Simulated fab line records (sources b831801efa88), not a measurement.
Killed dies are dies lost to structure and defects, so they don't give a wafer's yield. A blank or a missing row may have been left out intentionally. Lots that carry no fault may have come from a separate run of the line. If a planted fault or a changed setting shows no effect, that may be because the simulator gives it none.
The tool behind it: which one?	flow gf180mcu	6 lots with 18 wafers sampled at 2 steps, on a route of 602 steps

== WHAT THE GAUGES SHOWED, per wafer ==
GF_MVPSD_TW_MEAS_11.
lot	measured	on	MVPSD_TW
L224	day 5 08:35	film-metro-01	550.2 552.5 554.6
L226	day 5 19:38	film-metro-03	558.3 554.9 556.5
L229	day 6 18:34	film-metro-04	547.5 546.8 550.3
L238	day 8 19:40	film-metro-03	607.1 609.3 609.4
L243	day 10 00:58	film-metro-04	551.2 548.7 547.6
L245	day 10 14:23	film-metro-04	546.6 549.4 546.2

== WHICH TOOL RAN EACH LOT (tool, then ch and the chambers of the sampled wafers, then the start) ==
lot	GF_MVPSD_IMPLANT_08
L224	implanter-04 ch 0, day 5 08:11
L226	implanter-02 ch 0, day 5 19:15
L229	implanter-01 ch 0, day 6 18:12
L238	implanter-04 ch 0, day 8 19:18
L243	implanter-02 ch 0, day 10 00:34
L245	implanter-02 ch 0, day 10 14:02
- GF_MVPSD_IMPLANT_08

== THE ANSWER, worked out from the rows above alone ==
Rule: usual is defined by the lots themselves. The widest of any qualifying gaps counts: lots, ordered by their means at a reading, are off when they make up no more than a third of the lots, leave a main group of 4 or more, and stand apart from it by 3 or more times the standard deviation of that group's means. The tables above print the reading to a certain number of digits; a main group whose means all agree to those digits is not used. A lot without any number at a reading at which 4 lots or more have one is off too. Where the step has rows for the other lots, those lots are counted as sound.
Off: L238, seen at GF_MVPSD_TW_MEAS_11 (MVPSD_TW). Mean 550.8 and standard deviation 3.4 in the main group.
If a tool, at a process step before that reading, ran all the lots that are off and no sound lot after the first of them, it fits. Gauges at GF_MVPSD_TW_MEAS_11: tried the same way as those tools. Undecided on this evidence; 2 tools fit (implanter-04 at GF_MVPSD_IMPLANT_08, film-metro-03 at GF_MVPSD_TW_MEAS_11).

== WHAT THE SIMULATOR HAD INSERTED ==
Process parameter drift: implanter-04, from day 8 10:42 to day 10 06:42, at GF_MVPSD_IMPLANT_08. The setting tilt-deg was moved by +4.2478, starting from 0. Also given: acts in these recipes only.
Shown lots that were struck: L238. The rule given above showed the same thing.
